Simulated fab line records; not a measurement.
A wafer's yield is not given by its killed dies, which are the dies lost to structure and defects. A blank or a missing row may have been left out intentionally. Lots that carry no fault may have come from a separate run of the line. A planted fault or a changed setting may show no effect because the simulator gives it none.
fab line records	flow sky130
record lots=6	wafers=18	lastDay=50
route steps=708 shown METAL3@561 VIA3@573 PAD_OPEN@708
lots that met no fault: from a run of the same line without faults
startH: hours from the record's first day to the start of the lot's first wafer shown	waitH: time in hours since the lot's previous step	" repeats the value in the row above	L1.1+2: a row that stands for several wafers	- either no value or no given start	* or withheld: withheld	< > ~ a bound
route shown NAME@n: names a module that has steps shown in the file, with the first one's number in the route	usual: mean/standard deviation taken from wafers without a fault	same: alike in all rows	chamber/n: place in a boat	sites: the reading at each site	_std_site: how widely they spread, as a standard deviation	_edge_site: outer sites' mean less inner sites'	radiusMm: for every site, how far away it sits from the centre of the wafer	mask NAME#n: copy n	behind: the tool/chamber that last shaped the wafer	hold: why the lot was held/for how many hours/how that ended	device: whichever transistor did not switch (one of n, p or np)	end of line: the tests these same wafers got at the end of their route	where a step has no rows: the recipe by itself	killed: the dies lost at the first sort to structure and to defects; this is not the yield of the wafer	map: a wafer's dies, marking killed ones x, the rest . and places with no die _
set.NAME: the run value of the setting; set.NAME@STEP: its run value at that earlier step	model.NAME: the simulator's own value behind a step, which no gauge read
certain route steps with their lots: each step a table, each wafer a row
services: when a tool's chamber went out of use (startH, in hours from the record's first day, below 0 if earlier), for how many hours, and the reason
## steps
# step SKY_METAL3_PEB_11
# recipe pebTempC=withheld	pebTimeS=withheld	resist=KrF-thick
# step SKY_METAL3_DEVELOP_12
# recipe developTimeS=60	resist=KrF-thick	devTempC=21
# step SKY_METAL3_CD_MEAS_13
# recipe targetCdNm=300
# usual cdNm=299.5/1.7
lot.wafer	tool	chamber	startH	waitH	cdNm
L418.1	cdSem-02	-	933.48	-	298.8
L418.2	"	-	"	"	299.1
L418.3	"	-	"	"	299.3
L421.2	cdSem-02	-	950.90	-	299.5
L421.3	"	-	"	"	300.8
L421.4	"	-	"	"	299.0
L419.1	cdSem-02	-	953.78	-	302.2
L419.3	"	-	"	"	301.5
L419.6	"	-	"	"	301.6
L430.2	cdSem-02	-	1015.15	-	300.3
L430.3	"	-	"	"	301.2
L430.4	"	-	"	"	300.6
L435.2	cdSem-01	-	1043.24	-	300.2
L435.3	"	-	"	"	299.4
L435.6	"	-	"	"	299.5
L437.1	cdSem-01	-	1055.03	-	299.9
L437.3	"	-	"	"	302.4
L437.6	"	-	"	"	301.0
# step SKY_METAL3_OVL_MEAS_14
# usual METAL3_OVL=2/5.2
lot.wafer	tool	chamber	startH	waitH	METAL3_OVL[nm]
L418.1	overlay-01	-	933.60	0.1	5
L418.2	"	-	"	"	6
L418.3	"	-	"	"	1
L421.2	overlay-01	-	951.00	0.1	-2
L421.3	"	-	"	"	2
L421.4	"	-	"	"	1
L419.1	overlay-01	-	953.90	0.1	9
L419.3	"	-	"	"	7
L419.6	"	-	"	"	7
L430.2	overlay-02	-	1015.26	0.1	-1
L430.3	"	-	"	"	-3
L430.4	"	-	"	"	-8
L435.2	overlay-02	-	1043.34	0.1	-1
L435.3	"	-	"	"	-1
L435.6	"	-	"	"	-2
L437.1	overlay-01	-	1055.15	0.1	12
L437.3	"	-	"	"	12
L437.6	"	-	"	"	9
# step SKY_METAL3_DESCUM_15
# recipe chemistry=O2	sourcePowerW=150	biasPowerW=0	pressureMtorr=10	tempC=40	timeS=8
# step SKY_METAL3_ETCH_16
# recipe chemistry=N2/H2	target=BARC	ionEnergyEv=200	biasW=100	pressureMtorr=30	n2FlowSccm=100	h2FlowSccm=200	icpW=500	stopOn=SiO2	timeS=88.2	targetDepthA=600
# usual drypumpMotorCurrentA=5.7/0.44	oesProductAu=0.622/0.0043	throttleValvePct=13.204/0.0092
lot.wafer	tool	chamber	startH	waitH	drypumpMotorCurrentA	oesProductAu	rfHoursCounterH	throttleValvePct
L418.1	rieMetal-03	1	933.67	0.0	4.9	0.617	2	13.186
L418.2	"	0	"	"	5.5	0.618	4	13.192
L418.3	"	0	"	"	5.5	0.628	-	13.204
L421.2	rieMetal-02	0	951.07	0.0	5.5	0.625	12	13.208
L421.3	"	1	"	"	6.1	0.616	-	13.189
L421.4	"	0	"	"	5.6	0.629	-	13.212
L419.1	rieMetal-02	0	953.97	0.0	5.6	0.616	13	13.203
L419.3	"	1	"	"	6.1	0.629	-	13.213
L419.6	"	0	"	"	5.5	0.627	-	13.197
L430.2	rieMetal-02	1	1015.32	0.0	6.1	0.624	15	13.206
L430.3	"	1	"	"	6.2	0.628	-	13.211
L430.4	"	0	"	"	5.6	0.620	-	13.202
L435.2	rieMetal-04	0	1043.41	0.0	6.2	0.624	16	13.188
L435.3	"	0	"	"	6.2	0.630	-	13.199
L435.6	"	0	"	"	6.2	0.615	-	13.208
L437.1	rieMetal-03	1	1055.22	0.0	4.9	0.621	9	13.206
L437.3	"	0	"	"	5.6	0.616	-	13.192
L437.6	"	1	"	"	4.9	0.620	-	13.212
# step SKY_METAL3_ETCH_17
# recipe target=SiO2	stopOn=TiN	chemistry=C4F8/O2/Ar	sourceW=1500	biasW=1200	pressureMtorr=40	c4f8FlowSccm=withheld	O2_flow_sccm=6	Ar_flow_sccm=300	timeS=3.9	targetDepthA=150
# step SKY_METAL3_METAL_ETCH_18
# recipe targetDepthA=8450	stopOn=SiO2	overEtchFrac=0.3	timeS=183.1	chemistry=Cl2/BCl3	resistSidewallDeg=88	pressureMtorr=10	icpW=909.4	biasW=48.5	Cl2_flow_sccm=60	bcl3FlowSccm=30
# usual drypumpMotorCurrentA=5.6/0.44	oesProductAu=0.865/0.0056	throttleValvePct=22.264/0.0088
lot.wafer	tool	chamber	startH	waitH	drypumpMotorCurrentA	oesProductAu	rfHoursCounterH	throttleValvePct
L418.1	rieMetal-02	0	933.78	0.0	5.5	0.860	11	22.263
L418.2	"	1	"	"	6.1	0.861	11	22.266
L418.3	"	0	"	"	5.5	0.862	-	22.261
L421.2	rieMetal-03	1	951.18	0.0	4.9	0.862	3	22.243
L421.3	"	0	"	"	5.5	0.869	-	22.277
L421.4	"	1	"	"	4.9	0.865	-	22.254
L419.1	rieMetal-03	1	954.09	0.0	4.9	0.862	3	22.275
L419.3	"	1	"	"	4.9	0.872	-	22.258
L419.6	"	1	"	"	4.9	0.869	-	22.271
L430.2	rieMetal-04	1	1015.44	0.0	5.6	0.867	9	22.262
L430.3	"	0	"	"	6.2	0.871	-	22.272
L430.4	"	1	"	"	5.7	0.857	-	22.259
L435.2	rieMetal-02	1	1043.52	0.0	6.1	0.874	17	22.265
L435.3	"	0	"	"	5.5	0.860	-	22.269
L435.6	"	1	"	"	6.1	0.868	-	22.254
L437.1	rieMetal-02	0	1055.34	0.0	5.5	0.853	19	22.266
L437.3	"	1	"	"	6.2	0.863	-	22.264
L437.6	"	1	"	"	6.1	0.857	-	22.270
# step SKY_METAL3_STRIP_19
# recipe chemistry=O2/N2	powerW=1400	pressureMtorr=1500	platenTempC=withheld	o2FlowSccm=3000	n2FlowSccm=300	overashFraction=0.5
# usual drypumpMotorCurrentA=5.6/0.41	oesProductAu=0.500/0.0046	stripTimeToEndpointS=6.48/0.068
# same overashFraction=0.5
lot.wafer	tool	chamber	startH	waitH	drypumpMotorCurrentA	oesProductAu	rfHoursCounterH	stripTimeToEndpointS
L418.1	plasmaAsher-04	1	933.96	0.1	5.8	0.493	52	6.38
L418.2	"	0	"	"	5.4	0.507	52	6.53
L418.3	"	1	"	"	5.8	0.500	-	6.38
L421.2	plasmaAsher-03	1	951.36	0.1	5.3	0.505	86	6.51
L421.3	"	0	"	"	6.2	0.491	-	6.41
L421.4	"	1	"	"	5.3	0.503	-	6.49
L419.1	plasmaAsher-03	1	954.26	0.1	5.3	0.502	86	6.54
L419.3	"	0	"	"	6.2	0.499	-	6.52
L419.6	"	0	"	"	6.2	0.505	-	6.54
L430.2	plasmaAsher-02	1	1015.61	0.1	4.7	0.506	118	6.49
L430.3	"	0	"	"	5.5	0.494	-	6.42
L430.4	"	1	"	"	4.7	0.504	-	6.51
L435.2	plasmaAsher-03	1	1043.70	0.1	5.3	0.497	94	6.56
L435.3	"	0	"	"	6.2	0.504	-	6.44
L435.6	"	1	"	"	5.3	0.500	-	6.56
L437.1	plasmaAsher-04	1	1055.51	0.1	5.8	0.490	64	6.36
L437.3	"	1	"	"	5.8	0.500	-	6.47
L437.6	"	0	"	"	5.4	0.501	-	6.48
# step SKY_METAL3_STRIP_20
# recipe chemistry=postEtchResidueRemover	timeS=1200	tempC=72.5
# step SKY_METAL3_CLEAN_21
# recipe chemistry=IPA	timeS=180	tempC=25
# step SKY_METAL3_CLEAN_22
# recipe chemistry=O3/DIW	dry=n2Spin
# step SKY_VIA3_HDPCVD_00
# recipe material=SiO2	targetThkNm=1635	sigmaOpenFrac=0.3	timeS=272.5	tempC=400	sih4FlowSccm=60	pressureMtorr=6
# usual pressureMtorr=5.998/0.013	runLengthS=300.3/0.5
lot.wafer	tool	chamber	startH	waitH	pressureMtorr	runLengthS
L418.1	hdpcvd-01	0	934.67	0.0	6.008	299.6
L418.2	"	1	"	"	6.001	300.7
L418.3	"	2	"	"	5.997	299.9
L421.2	hdpcvd-02	1	952.39	0.0	-	-
L421.3	"	2	"	"	-	-
L421.4	"	1	"	"	-	-
L419.1	hdpcvd-02	1	954.94	0.0	-	-
L419.3	"	0	"	"	-	-
L419.6	"	2	"	"	-	-
L430.2	hdpcvd-02	1	1016.25	0.0	6.008	300.6
L430.3	"	0	"	"	5.992	300.4
L430.4	"	1	"	"	6.008	300.4
L435.2	hdpcvd-01	1	1044.40	0.0	5.980	301.0
L435.3	"	2	"	"	6.011	299.4
L435.6	"	1	"	"	5.996	300.9
L437.1	hdpcvd-02	2	1056.11	0.0	6.006	300.7
L437.3	"	1	"	"	5.996	300.4
L437.6	"	1	"	"	5.995	300.8
# step SKY_VIA3_CMP_02
# recipe material=SiO2	downForcePsi=4	platenRpm=60	padVelocityMS=0.94248
# usual motorCurrentA=12.4/0.85	platenRpm=60.00/0.038
lot.wafer	tool	chamber	startH	waitH	motorCurrentA	platenRpm
L418.2	cmp-01	0	934.90	0.0	12.1	59.96
L418.1	"	1	"	"	11.7	59.95
L418.3	"	2	"	"	12.3	60.01
L421.3	cmp-02	3	952.66	0.1	13.4	59.98
L421.2	"	0	"	"	10.7	59.99
L421.4	"	1	"	"	11.0	59.93
L419.1	cmp-02	3	955.27	0.1	13.6	60.01
L419.3	"	0	"	"	11.7	59.95
L419.6	"	2	"	"	13.5	59.98
L430.3	cmp-02	0	1016.48	0.0	12.2	59.97
L430.2	"	2	"	"	13.7	59.94
L430.4	"	3	"	"	13.2	60.03
L435.3	cmp-01	0	1044.68	0.1	12.4	60.02
L435.2	"	1	"	"	11.8	59.99
L435.6	"	3	"	"	12.6	60.02
L437.3	cmp-01	3	1056.33	0.0	12.5	59.98
L437.1	"	0	"	"	12.2	60.05
L437.6	"	0	"	"	12.0	60.01
# step SKY_VIA3_BOW_MEAS_03
# recipe mode=bow
# usual VIA3_BOW=80/8.5
lot.wafer	tool	chamber	startH	waitH	VIA3_BOW[um]
L418.1	filmMetro-04	-	935.20	0.2	71
L418.2	"	-	"	"	75
L418.3	"	-	"	"	78
L421.2	filmMetro-04	-	952.93	0.2	102
L421.3	"	-	"	"	92
L421.4	"	-	"	"	86
L419.1	filmMetro-03	-	955.47	0.1	90
L419.3	"	-	"	"	90
L419.6	"	-	"	"	83
L430.2	filmMetro-04	-	1016.80	0.2	63
L430.3	"	-	"	"	72
L430.4	"	-	"	"	78
L435.2	filmMetro-04	-	1044.95	0.2	88
L435.3	"	-	"	"	94
L435.6	"	-	"	"	104
L437.1	filmMetro-04	-	1056.63	0.2	69
L437.3	"	-	"	"	67
L437.6	"	-	"	"	74
# step SKY_VIA3_DEHYDRATE_04
# recipe tempC=200	timeS=60
# step SKY_VIA3_HMDS_05
# recipe primeTimeS=60	primeTempC=120
# step SKY_VIA3_COAT_06
# recipe resist=BARC	tempC=withheld	timeS=withheld	spinRpm=3000	resistThkNm=60
# step SKY_VIA3_COAT_07
# recipe resist=KrF-thick	spinRpm=3000	resistThkNm=450
# step SKY_VIA3_SOFTBAKE_08
# recipe tempC=100	timeS=90	resist=KrF-thick
# step SKY_VIA3_EXPOSE_09
# recipe maskId=VIM3	na=0.8	sourceShape=annular	sigmaInner=0.55	sigmaOuter=0.85	targetCdNm=200	doseMj=38
# step SKY_VIA3_PEB_10
# recipe pebTempC=withheld	pebTimeS=withheld	resist=KrF-thick
# step SKY_VIA3_DEVELOP_11
# recipe developTimeS=60	resist=KrF-thick	devTempC=21
# step SKY_VIA3_CD_MEAS_12
# recipe targetCdNm=200
# usual cdNm=200.1/1.3
lot.wafer	tool	chamber	startH	waitH	cdNm
L418.1	cdSem-02	-	959.28	-	202.4
L418.2	"	-	"	"	200.3
L418.3	"	-	"	"	201.3
L421.2	cdSem-02	-	976.79	-	199.4
L421.3	"	-	"	"	200.2
L421.4	"	-	"	"	201.7
L419.1	cdSem-01	-	979.63	-	199.7
L419.3	"	-	"	"	200.4
L419.6	"	-	"	"	200.3
L430.2	cdSem-01	-	1040.55	-	201.4
L430.3	"	-	"	"	199.6
L430.4	"	-	"	"	200.0
L435.2	cdSem-02	-	1067.35	-	200.1
L435.3	"	-	"	"	199.4
L435.6	"	-	"	"	198.8
L437.1	cdSem-01	-	1077.23	-	201.5
L437.3	"	-	"	"	203.4
L437.6	"	-	"	"	201.1
# step SKY_VIA3_OVL_MEAS_13
# usual VIA3_OVL=-3/5.3
lot.wafer	tool	chamber	startH	waitH	VIA3_OVL[nm]
L418.1	overlay-01	-	959.40	0.1	-1
L418.2	"	-	"	"	-9
L418.3	"	-	"	"	-5
L421.2	overlay-02	-	976.89	0.1	0
L421.3	"	-	"	"	1
L421.4	"	-	"	"	-3
L419.1	overlay-02	-	979.75	0.1	-1
L419.3	"	-	"	"	-3
L419.6	"	-	"	"	2
L430.2	overlay-02	-	1040.66	0.1	2
L430.3	"	-	"	"	0
L430.4	"	-	"	"	-1
L435.2	overlay-01	-	1067.46	0.1	2
L435.3	"	-	"	"	4
L435.6	"	-	"	"	7
L437.1	overlay-01	-	1077.35	0.1	-1
L437.3	"	-	"	"	-8
L437.6	"	-	"	"	-6
# step SKY_VIA3_ETCH_14
# recipe chemistry=N2/H2	target=BARC	ionEnergyEv=200	sourceW=500	biasW=100	pressureMtorr=30	n2FlowSccm=100	h2FlowSccm=200	stopOn=SiO2	timeS=45.9	targetDepthA=600
# step SKY_VIA3_ETCH_15
# recipe target=SiO2	chemistry=C4F8/O2/Ar	targetDepthNm=507	stopOn=TiN	maskMaterial=KrF-thick	sourceW=1500	biasW=1200	pressureMtorr=40	c4f8FlowSccm=withheld	O2_flow_sccm=6	Ar_flow_sccm=300	timeS=78
# usual oesProductAu=0.945/0.0052
lot.wafer	tool	chamber	startH	waitH	oesProductAu	rfHoursCounterH	model.etch.depthNm
L418.1	rieDiel-02	1	959.48	0.0	0.940	6	464.8
L418.2	"	3	"	"	0.948	12	465
L418.3	"	0	"	"	0.944	17	465.3
L421.2	rieDiel-01	0	976.97	0.0	0.379	17	0
L421.3	"	1	"	"	0.372	4	0
L421.4	"	3	"	"	0.374	21	0
L419.1	rieDiel-03	3	979.83	0.0	0.383	3	0
L419.3	"	1	"	"	0.380	20	0
L419.6	"	0	"	"	0.372	-	0
L430.2	rieDiel-03	2	1040.73	0.0	0.937	2	464.3
L430.3	"	0	"	"	0.939	11	463.9
L430.4	"	1	"	"	0.948	23	464.4
L435.2	rieDiel-02	1	1067.53	0.0	0.945	10	463.3
L435.3	"	2	"	"	0.947	11	464.3
L435.6	"	0	"	"	0.944	-	463.7
L437.1	rieDiel-01	0	1077.43	0.0	0.958	21	464.3
L437.3	"	1	"	"	0.937	8	463.2
L437.6	"	3	"	"	0.947	-	464.2
# step SKY_VIA3_STRIP_16
# recipe chemistry=O2/N2	powerW=1400	pressureMtorr=1500	platenTempC=withheld	o2FlowSccm=3000	n2FlowSccm=300	overashFraction=0.5
# usual drypumpMotorCurrentA=5.8/0.35	oesProductAu=0.403/0.0045	stripTimeToEndpointS=4.135/0.02
# same overashFraction=0.5
lot.wafer	tool	chamber	startH	waitH	drypumpMotorCurrentA	oesProductAu	rfHoursCounterH	stripTimeToEndpointS
L418.1	plasmaAsher-04	1	959.54	0.0	5.8	0.406	55	4.144
L418.2	"	0	"	"	5.4	0.403	55	4.151
L418.3	"	1	"	"	5.8	0.410	-	4.129
L421.2	plasmaAsher-03	1	977.03	0.0	5.3	0.405	88	4.160
L421.3	"	0	"	"	6.2	0.400	-	4.186
L421.4	"	1	"	"	5.3	0.406	-	4.177
L419.1	plasmaAsher-04	1	979.89	0.0	5.8	0.401	57	4.135
L419.3	"	0	"	"	5.4	0.406	-	4.108
L419.6	"	0	"	"	5.4	0.410	-	4.131
L430.2	plasmaAsher-03	1	1040.79	0.0	5.3	0.399	94	4.134
L430.3	"	0	"	"	6.2	0.395	-	4.154
L430.4	"	1	"	"	5.3	0.410	-	4.148
L435.2	plasmaAsher-04	0	1067.59	0.0	5.4	0.399	66	4.144
L435.3	"	1	"	"	5.8	0.398	-	4.116
L435.6	"	0	"	"	5.4	0.400	-	4.144
L437.1	plasmaAsher-04	1	1077.49	0.0	5.8	0.393	67	4.084
L437.3	"	0	"	"	5.4	0.397	-	4.082
L437.6	"	1	"	"	5.8	0.396	-	4.121
# step SKY_PAD_OPEN_PROBE_99
# usual defectLimitedYield=82.9/1.8	killed_at_M0_to_M3=42/7.2	killed_at_M4_up=3.2/1.8	killedAtContacts=24/5.4	killedAtFrontEnd=15/4	killedAtOther=0.3/0.59	killedDies=84/9	killedOnRim=17/3.3	killedOpen=46/7.1	killedShort=38/6	sort_bin_3_pad_short=0.8/0.41	sort_bin_5_function=10.1/1.3	sort_bin_6_memory=6.3/1.2	sortNPass=408/9	sortYieldPct=82.9/1.8
# same grossDies=492	killedAtBackSide=0	sort_bin_4_leakage[%]=0	sort_bin_8_speed[%]=0
lot.wafer	tool	chamber	startH	waitH	defectLimitedYield[%]	killed_at_M0_to_M3	killed_at_M4_up	killedAtContacts	killedAtFrontEnd	killedAtOther	killedDies	killedOnRim	killedOpen	killedShort	sort_bin_3_pad_short[%]	sort_bin_5_function[%]	sort_bin_6_memory[%]	sortNPass	sortYieldPct[%]
L418.1	prober-02	-	1108.44	0.1	84.1	36	2	21	19	0	78	10	35	43	1.4	9.8	4.7	414	84.1
L418.2	prober-02	-	1108.49	0.1	82.5	48	6	24	8	0	86	16	42	44	1.4	10.4	5.7	406	82.5
L418.3	prober-02	-	1108.54	0.2	84.6	47	2	14	13	0	76	19	38	38	0	10.2	5.3	416	84.6
L421.2	prober-02	-	1115.85	0.1	0	481	1	4	6	0	492	96	9	7	24.6	72.6	2.8	0	0
L421.3	prober-02	-	1115.90	0.2	0	480	0	7	5	0	492	96	10	6	26.2	70.9	2.8	0	0
L421.4	prober-02	-	1115.95	0.2	0	482	1	6	3	0	492	96	7	10	24.8	71.7	3.5	0	0
L419.1	prober-01	-	1126.78	0.1	0	485	1	4	2	0	492	96	4	9	29.7	68.7	1.6	0	0
L419.3	prober-01	-	1126.88	0.2	0	476	1	9	6	0	492	96	17	11	21.5	77.4	1.0	0	0
L419.6	prober-01	-	1127.03	0.2	0	484	1	5	2	0	492	96	14	7	24.2	73.4	2.4	0	0
L430.2	prober-02	-	1171.18	0.1	84.3	39	2	21	14	1	77	15	37	38	0.8	9.6	5.3	415	84.3
L430.3	prober-02	-	1171.23	0.2	85.0	32	3	25	14	0	74	18	39	34	1.0	8.9	5.1	418	85.0
L430.4	prober-02	-	1171.28	0.2	83.3	47	4	18	13	0	82	15	42	40	1.2	9.3	6.1	410	83.3
L435.2	prober-01	-	1185.77	0.1	82.9	50	1	18	15	0	84	22	46	38	0.6	11.6	4.9	408	82.9
L435.3	prober-01	-	1185.82	0.2	81.9	42	1	25	19	2	89	20	54	35	0.8	10.2	7.1	403	81.9
L435.6	prober-01	-	1185.97	0.2	82.5	43	4	20	19	0	86	17	46	40	0.4	9.3	7.7	406	82.5
L437.1	prober-01	-	1197.27	0.1	83.1	44	5	17	17	0	83	16	44	39	1.2	8.1	7.5	409	83.1
L437.3	prober-01	-	1197.37	0.2	79.7	42	2	38	18	0	100	19	49	50	0.8	12.4	7.1	392	79.7
L437.6	prober-01	-	1197.52	0.2	80.9	43	3	33	15	0	94	14	52	42	1.0	11.8	6.3	398	80.9
# killed by level:class
L418.1 CONTACT:geometricParticle:open=8 VIA3:geometricParticle:open=8 CONTACT:geometricParticle:short=7 FIELD_ISO:geometricParticle:open=6 METAL2:geometricParticle:short=6 METAL3:geometricParticle:short=5 VIA1:geometricParticle:open=5 FIELD_ISO:geometricParticle:short=4
L418.2 CONTACT:geometricParticle:open=8 METAL1:geometricParticle:short=8 VIA1:geometricParticle:open=8 METAL2:geometricParticle:short=8 VIA3:geometricParticle:open=6 CONTACT:geometricParticle:short=6 LI_CONTACT:geometricParticle:open=6 VIA2:geometricParticle:open=6
L418.3 VIA1:geometricParticle:open=14 METAL1:geometricParticle:short=6 METAL2:geometricParticle:short=6 LOCAL_INTERCONNECT:geometricParticle:short=5 FIELD_ISO:geometricParticle:open=4 VIA3:geometricParticle:open=4 CONTACT:geometricParticle:open=4 VIA1:geometricParticle:short=4
L421.2 VIA3:lostPattern=474 VIA1:geometricParticle:open=2 VIA3:areaHdpcvd=2 FIELD_ISO:geometricParticle:short=1 FIELD_ISO:geometricParticle:open=1 SONOS_ONO:geometricParticle:open=1 POLY_GATE:geometricParticle:open=1 SPACER:geometricParticle:short=1
L421.3 VIA3:lostPattern=474 CONTACT:geometricParticle:open=3 CONTACT:geometricParticle:short=3 VIA1:geometricParticle:open=2 VIA3:areaHdpcvd=2 FIELD_ISO:geometricParticle:short=1 POLY_GATE:geometricParticle:open=1 SPACER:geometricParticle:open=1
L421.4 VIA3:lostPattern=473 CONTACT:geometricParticle:short=3 CONTACT:geometricParticle:open=2 VIA1:geometricParticle:open=2 METAL2:geometricParticle:short=2 VIA3:areaHdpcvd=2 FIELD_ISO:geometricParticle:short=1 METAL4:geometricParticle:short=1
L419.1 VIA3:lostPattern=477 LOCAL_INTERCONNECT:geometricParticle:short=2 VIA2:geometricParticle:open=2 VIA3:areaHdpcvd=2 FIELD_ISO:geometricParticle:open=1 FIELD_ISO:geometricParticle:short=1 LI_CONTACT:geometricParticle:short=1 CONTACT:geometricParticle:short=1
L419.3 VIA3:lostPattern=463 CONTACT:geometricParticle:open=5 VIA3:geometricParticle:open=3 FIELD_ISO:geometricParticle:short=2 FIELD_ISO:geometricParticle:open=2 LI_CONTACT:geometricParticle:open=2 VIA1:geometricParticle:open=2 POLY_GATE:geometricParticle:short=1
L419.6 VIA3:lostPattern=468 CONTACT:geometricParticle:open=4 VIA1:geometricParticle:open=3 VIA2:geometricParticle:open=3 VIA3:areaHdpcvd=3 FIELD_ISO:geometricParticle:open=2 METAL1:geometricParticle:short=2 VIA1:geometricParticle:short=2
L430.2 VIA1:geometricParticle:open=8 CONTACT:geometricParticle:open=8 METAL2:geometricParticle:short=8 CONTACT:geometricParticle:short=6 METAL1:geometricParticle:short=6 VIA2:geometricParticle:open=6 VIA3:geometricParticle:open=5 FIELD_ISO:geometricParticle:short=4
L430.3 CONTACT:geometricParticle:open=10 VIA3:geometricParticle:open=8 LI_CONTACT:geometricParticle:open=7 VIA1:geometricParticle:open=7 FIELD_ISO:geometricParticle:short=5 VIA2:geometricParticle:short=5 METAL2:geometricParticle:short=5 FIELD_ISO:geometricParticle:open=4
L430.4 VIA1:geometricParticle:open=13 LI_CONTACT:geometricParticle:open=6 METAL2:geometricParticle:short=5 VIA3:geometricParticle:open=5 METAL1:geometricParticle:short=5 METAL3:geometricParticle:short=5 VIA2:geometricParticle:open=4 CONTACT:geometricParticle:open=4
L435.2 VIA1:geometricParticle:open=17 VIA1:geometricParticle:short=9 VIA2:geometricParticle:open=8 LI_CONTACT:geometricParticle:open=7 FIELD_ISO:geometricParticle:short=4 POLY_GATE:geometricParticle:short=4 CONTACT:geometricParticle:open=4 VIA2:geometricParticle:short=4
L435.3 CONTACT:geometricParticle:open=13 VIA1:geometricParticle:open=11 POLY_GATE:geometricParticle:open=7 LI_CONTACT:geometricParticle:open=6 VIA3:geometricParticle:open=6 METAL2:geometricParticle:short=5 METAL1:geometricParticle:short=4 POLY_GATE:geometricParticle:short=3
L435.6 VIA1:geometricParticle:open=9 VIA3:geometricParticle:open=7 CONTACT:geometricParticle:open=6 FIELD_ISO:geometricParticle:open=5 POLY_GATE:geometricParticle:short=5 LOCAL_INTERCONNECT:geometricParticle:short=5 VIA1:geometricParticle:short=5 VIA2:geometricParticle:open=5
L437.1 VIA1:geometricParticle:open=10 VIA3:geometricParticle:open=9 METAL2:geometricParticle:short=7 FIELD_ISO:geometricParticle:open=6 CONTACT:geometricParticle:short=6 FIELD_ISO:geometricParticle:short=5 VIA2:geometricParticle:open=5 LI_CONTACT:geometricParticle:open=5
L437.3 CONTACT:geometricParticle:open=15 VIA1:geometricParticle:open=9 VIA1:geometricParticle:short=7 LI_CONTACT:geometricParticle:short=7 LI_CONTACT:geometricParticle:open=7 METAL2:geometricParticle:short=6 LOCAL_INTERCONNECT:geometricParticle:short=6 VIA2:geometricParticle:open=6
L437.6 LI_CONTACT:geometricParticle:open=10 CONTACT:geometricParticle:open=9 METAL2:geometricParticle:short=8 FIELD_ISO:geometricParticle:open=6 LOCAL_INTERCONNECT:geometricParticle:short=6 VIA1:geometricParticle:open=6 VIA3:geometricParticle:open=6 VIA2:geometricParticle:open=5
# map L419.1 (x killed, . not)
__________xxxxxxxxxx_________
________xxxxxxxxxxxxxx_______
______xxxxxxxxxxxxxxxxxx_____
_____xxxxxxxxxxxxxxxxxxxx____
____xxxxxxxxxxxxxxxxxxxxxx___
___xxxxxxxxxxxxxxxxxxxxxxxx__
__xxxxxxxxxxxxxxxxxxxxxxxxxx_
_xxxxxxxxxxxxxxxxxxxxxxxxxxxx
_xxxxxxxxxxxxxxxxxxxxxxxxxxxx
_xxxxxxxxxxxxxxxxxxxxxxxxxxxx
_xxxxxxxxxxxxxxxxxxxxxxxxxxxx
_xxxxxxxxxxxxxxxxxxxxxxxxxxxx
_xxxxxxxxxxxxxxxxxxxxxxxxxxxx
_xxxxxxxxxxxxxxxxxxxxxxxxxxxx
_xxxxxxxxxxxxxxxxxxxxxxxxxxxx
__xxxxxxxxxxxxxxxxxxxxxxxxxx_
___xxxxxxxxxxxxxxxxxxxxxxxx__
____xxxxxxxxxxxxxxxxxxxxxx___
_____xxxxxxxxxxxxxxxxxxxx____
______xxxxxxxxxxxxxxxxxx_____
________xxxxxxxxxxxxxx_______
__________xxxxxxxxxx_________
# map L421.2 (x killed, . not)
__________xxxxxxxxxx_________
________xxxxxxxxxxxxxx_______
______xxxxxxxxxxxxxxxxxx_____
_____xxxxxxxxxxxxxxxxxxxx____
____xxxxxxxxxxxxxxxxxxxxxx___
___xxxxxxxxxxxxxxxxxxxxxxxx__
__xxxxxxxxxxxxxxxxxxxxxxxxxx_
_xxxxxxxxxxxxxxxxxxxxxxxxxxxx
_xxxxxxxxxxxxxxxxxxxxxxxxxxxx
_xxxxxxxxxxxxxxxxxxxxxxxxxxxx
_xxxxxxxxxxxxxxxxxxxxxxxxxxxx
_xxxxxxxxxxxxxxxxxxxxxxxxxxxx
_xxxxxxxxxxxxxxxxxxxxxxxxxxxx
_xxxxxxxxxxxxxxxxxxxxxxxxxxxx
_xxxxxxxxxxxxxxxxxxxxxxxxxxxx
__xxxxxxxxxxxxxxxxxxxxxxxxxx_
___xxxxxxxxxxxxxxxxxxxxxxxx__
____xxxxxxxxxxxxxxxxxxxxxx___
_____xxxxxxxxxxxxxxxxxxxx____
______xxxxxxxxxxxxxxxxxx_____
________xxxxxxxxxxxxxx_______
__________xxxxxxxxxx_________
## services
tool	chamber	startH	hours	kind
cmp-01	-	912.00	4.0	pm
rieMetal-04	-	912.26	0.7	repair
rieDiel-01	0	917.40	4.9	repair
cmp-01	-	933.14	1.4	repair
cmp-01	-	937.93	0.3	repair
rieMetal-02	-	948.69	1.5	repair
rieMetal-04	-	949.64	2.8	pm
hdpcvd-01	-	950.25	15.0	pm
rieDiel-03	0	951.11	7.4	repair
cmp-01	-	960.85	6.0	pm
plasmaAsher-04	-	964.23	2.4	repair
hdpcvd-02	-	981.60	0.6	repair
rieDiel-01	0	983.73	2.6	repair
rieDiel-03	0	984.84	8.3	repair
rieDiel-03	1	996.96	4.5	repair
plasmaAsher-03	-	1012.01	1.4	repair
cmp-01	-	1019.73	1.0	repair
cmp-01	-	1029.96	1.0	repair
cmp-02	-	1032.68	4.8	repair
plasmaAsher-03	-	1034.58	5.4	repair
hdpcvd-02	-	1037.69	1.7	repair
cmp-01	-	1048.72	6.0	pm
cmp-01	-	1059.60	0.3	repair
cmp-02	-	1072.71	2.6	repair
## key
firstSign step=SKY_VIA3_HDPCVD_00	reading=toolRecord	direction=missing
effect step=SKY_VIA3_ETCH_15	reading=oesProductAu	direction=down	sigmas=99+	usual=0.945	struck=0.377
effect step=SKY_PAD_OPEN_PROBE_99	reading=killed_at_M0_to_M3	direction=up	sigmas=61	usual=42	struck=481
modelEffect step=SKY_VIA3_ETCH_15	value=etch.depthNm	without=463.9	struck=0
metAt SKY_VIA3_HDPCVD_00
struckWafers L419.1,L419.3,L419.6,L421.2,L421.3,L421.4
laterRowsLeftOut L419.1,L419.3,L419.6,L421.2,L421.3,L421.4
fault kind=skippedStepWhole	tool=hdpcvd-02	chamber=-	onsetH=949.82	steps=SKY_VIA3_HDPCVD_00	scope=struckLotsOnly
# laterRowsLeftOut: the simulator's readings of these wafers behind a module that went badly wrong aren't trusted and aren't shown, but for the sort
